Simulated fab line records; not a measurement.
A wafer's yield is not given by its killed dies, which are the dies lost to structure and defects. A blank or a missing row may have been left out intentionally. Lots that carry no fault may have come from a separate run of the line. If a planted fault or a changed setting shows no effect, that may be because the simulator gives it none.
One fault seen from 2 desks -- flow sky130 -- numbers are kept per desk, each desk with only its own; the story behind them comes last

== AT THE TOOL OWNER'S DESK: cmp-01 ==
The tool's own readings at SKY_VIA2_CMP_24 (polishes, stops on SiO2, t overpolish 20 s, target thk 0 nm): means of the sampled wafers that have a number, for each lot that ran on this tool. A lot is out of limits, marked OUT, if its mean lies more than 4 standard deviations from the usual mean; the brackets give that distance.
Columns: A = motor current A at SKY_VIA2_CMP_24, usual 11.3 A; B = overpolish run s at SKY_VIA2_CMP_24, usual 20.000 s; C = time to endpoint s at SKY_VIA2_CMP_24, usual 103 s
lot,first seen here,A,B,C
L402,day 36 10:53,11.8,19.997,104
L404,day 37 01:27,11.2,20.005,99
L405,day 37 09:35,10.9,13.347 (-99 or more) OUT,120 (+4.2) OUT
L407,day 37 18:51,11.4,13.343 (-99 or more) OUT,121 (+4.4) OUT
L419,day 41 09:29,12.0,20.003,102
L420,day 42 12:21,10.9,20.008,103
L421,day 42 14:34,12.0,20.002,97
L423,day 42 15:33,11.3,19.999,104
L425,day 42 21:26,12.1,20.003,106
This desk finds L405, L407 out of limits, L405 being first, at day 37 09:35 (overpolish run s at SKY_VIA2_CMP_24). L402, L404, L419, L420, L421, L423, L425: within limits.

== AT THE METROLOGY DESK ==
Lot by lot, what the gauges showed, no matter which tool ran the lot: averages of those sampled wafers that carry a number. A lot is out of limits, marked OUT, if its mean lies more than 4 standard deviations from the usual mean; the brackets give that distance.
Columns: A = CAPM_CVD_00_THK at SKY_CAPM_THK_MEAS_01, usual 15.49 nm
lot,first seen here,A
L402,day 36 11:23,15.77
L403,day 36 21:03,15.34
L404,day 37 01:53,15.45
L405,day 37 10:04,15.50
L407,day 37 19:20,15.54
L416,day 40 17:46,15.45
L419,day 41 09:52,15.66
L418,day 41 10:46,15.22
L417,day 41 11:45,15.37
L420,day 42 12:49,15.72
L421,day 42 15:02,15.13
L422,day 42 15:32,15.67
L423,day 42 16:01,15.79
L425,day 42 21:47,15.67
Finding of this desk: none of the 14 lots has anything out of limits.

== BROUGHT TOGETHER ==
The tool owner's desk had the chance to raise an alarm at day 37 09:35 on L405, L407.
The metrology desk saw nothing out of limits.
The metrology desk holds a record of L405, L407, inside its limits.
Every lot named ran SKY_VIA2_CMP_24 on cmp-01.

== WHAT THE SIMULATOR HAD PUT IN ==
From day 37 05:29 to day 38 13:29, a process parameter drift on cmp-01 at SKY_VIA2_CMP_24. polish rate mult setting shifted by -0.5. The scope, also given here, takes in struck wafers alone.
Lots struck among those shown: L405, L407.
Hours from the fault's start to each desk's first reading out of limits: the tool owner's desk, 4.
